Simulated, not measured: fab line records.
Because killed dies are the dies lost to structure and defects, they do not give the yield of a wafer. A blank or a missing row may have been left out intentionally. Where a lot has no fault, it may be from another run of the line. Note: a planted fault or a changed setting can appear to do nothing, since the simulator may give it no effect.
Which tool is to blame? | flow gf180mcu | Sampling: 12 lots, 36 wafers, 3 of 602 route steps

## WHAT THE GAUGES SHOWED, per wafer
GF_POLY_GATE_THK_MEAS_17.
lot  | measured     | on            | POLY_GATE_OXIDATION_THK (nm)
L338 | day 9 14:20  | film_metro-01 | 4.08 4.16 4.14
L339 | day 9 22:59  | film_metro-03 | 4.06 3.97 3.94
L340 | day 10 00:13 | film_metro-03 | 4.03 3.89 3.91
L341 | day 10 13:05 | film_metro-03 | 3.95 4.09 4.07
L346 | day 11 22:48 | film_metro-03 | 4.04 3.96 4.04
L348 | day 12 16:58 | film_metro-01 | 4.88 5.04 5.03
L349 | day 12 23:31 | film_metro-03 | 5.00 4.97 4.93
L351 | day 13 10:18 | film_metro-01 | 4.83 4.83 4.93
L356 | day 14 20:47 | film_metro-03 | 3.93 3.89 3.94
L357 | day 15 07:34 | film_metro-04 | 4.06 3.91 4.01
L359 | day 15 18:17 | film_metro-03 | 4.15 4.19 4.18
L360 | day 15 23:05 | film_metro-01 | 4.01 4.03 4.04

GF_V2_BOW_MEAS_05.
lot  | measured     | on            | V2_BOW (um)
L338 | day 19 15:55 | film_metro-03 | 96 111 109
L339 | day 20 02:42 | film_metro-02 | 103 102 82
L340 | day 20 05:14 | film_metro-03 | 94 100 84
L341 | day 20 22:45 | film_metro-03 | 94 106 100
L346 | day 22 17:46 | film_metro-03 | 103 110 114
L348 | day 23 12:40 | film_metro-02 | 91 87 90
L349 | day 23 21:39 | film_metro-02 | 99 110 101
L351 | day 24 09:45 | film_metro-03 | 96 115 99
L356 | day 25 22:31 | film_metro-02 | 94 110 97
L357 | day 26 06:14 | film_metro-03 | 113 117 111
L359 | day 26 20:29 | film_metro-01 | 93 102 99
L360 | day 27 00:13 | film_metro-01 | 114 104 96

## TOOL THAT RAN EACH LOT (tool first, then ch and the chambers of the sampled wafers, then the start)
lot  | GF_POLY_GATE_OXIDATION_16
L338 | furnace-01 ch 0, day 9 13:05
L339 | furnace-02 ch 0, day 9 21:43
L340 | furnace-02 ch 0, day 9 22:58
L341 | furnace-01 ch 0, day 10 11:50
L346 | furnace-02 ch 0, day 11 21:32
L348 | furnace-02 ch 0, day 12 15:42
L349 | furnace-02 ch 0, day 12 22:16
L351 | furnace-02 ch 0, day 13 09:03
L356 | furnace-01 ch 0, day 14 19:32
L357 | furnace-01 ch 0, day 15 06:19
L359 | furnace-02 ch 0, day 15 17:02
L360 | furnace-01 ch 0, day 15 21:49
- GF_POLY_GATE_OXIDATION_16: stabilise 600 s, purge 300 s, target thk 4 nm.

## AS READ BY THE TOOLS THEMSELVES (means over the sampled wafers that have a number; for cases with no such wafer, the mark the record gives instead)
GF_POLY_GATE_OXIDATION_16.
lot  | tool       | spike_tc_bottom_C (C) | spike_tc_centre_C (C) | spike_tc_lower_C (C) | spike_tc_top_C (C) | spike_tc_upper_C (C) | tube_center_temp_C (C) | tube_center_temp_C_max | zone_power_bottom_pct (%)
L338 | furnace-01 | 868.0                 | 851.1                 | 850.7                | 860.6              | 851.3                | 850                    | 851.9                  | 28.0
L339 | furnace-02 | 868.6                 | 850.3                 | 849.7                | 860.1              | 852.5                | 850                    | 852.2                  | 27.7
L340 | furnace-02 | 868.4                 | 850.0                 | 849.1                | 859.3              | 852.1                | 850                    | 852.0                  | 27.5
L341 | furnace-01 | 868.4                 | 852.0                 | 850.8                | 860.8              | 852.1                | 850                    | 852.3                  | 28.1
L346 | furnace-02 | 868.0                 | 848.4                 | 850.3                | 859.1              | 851.4                | 850                    | 852.1                  | 27.5
L348 | furnace-02 | 884.6                 | 867.1                 | 867.6                | 877.2              | 868.0                | 867                    | 869.4                  | 28.8
L349 | furnace-02 | 884.8                 | 868.2                 | 866.5                | 876.7              | 869.1                | 867                    | 869.3                  | 28.8
L351 | furnace-02 | 885.5                 | 868.4                 | 867.4                | 875.5              | 868.5                | 867                    | 869.1                  | 29.0
L356 | furnace-01 | 867.1                 | 851.6                 | 852.7                | 859.9              | 851.8                | 850                    | 852.1                  | 28.1
L357 | furnace-01 | 867.2                 | 850.5                 | 851.8                | 860.9              | 851.3                | 850                    | 852.5                  | 28.1
L359 | furnace-02 | 867.7                 | 851.0                 | 849.1                | 858.9              | 851.7                | 850                    | 852.0                  | 27.9
L360 | furnace-01 | 867.5                 | 850.9                 | 851.6                | 860.9              | 851.2                | 850                    | 852.2                  | 28.2

## THE ANSWER, worked out from the rows above alone
Rule: the lots themselves supply what counts as usual. The widest of any qualifying gaps counts: lots, ordered by their means at a reading, are off when they make up no more than a third of the lots, leave a main group of 4 or more, and stand apart from it by 3 or more times the standard deviation of that group's means. A main group is skipped when, at the precision printed for the reading in the tables above, its means are all equal. Also off: a lot with no number at a reading for which 4 or more lots have one. Where the step has rows for the other lots, those lots are counted as sound. Order of review: gauges by route order, followed by the tools' own readings, for which a lot's mean as printed above is used. The first step at which some lot is off is used, and at that step the reading that is off furthest; a lot without a number counts as furthest.
Off: L348, L349, L351, at GF_POLY_GATE_THK_MEAS_17 (POLY_GATE_OXIDATION_THK). The main group has a mean of 4.02 nm with a standard deviation of 0.076.
A tool fits if, at a process step before that reading, it ran every lot that is off, and no sound lot after the first of them. Not tried: the gauges at GF_POLY_GATE_THK_MEAS_17; whatever is off there is also off at GF_POLY_GATE_OXIDATION_16, on other tools, and gauge error can't account for it. No candidate that was tried fits.

## WHAT THE SIMULATOR HAD INSERTED
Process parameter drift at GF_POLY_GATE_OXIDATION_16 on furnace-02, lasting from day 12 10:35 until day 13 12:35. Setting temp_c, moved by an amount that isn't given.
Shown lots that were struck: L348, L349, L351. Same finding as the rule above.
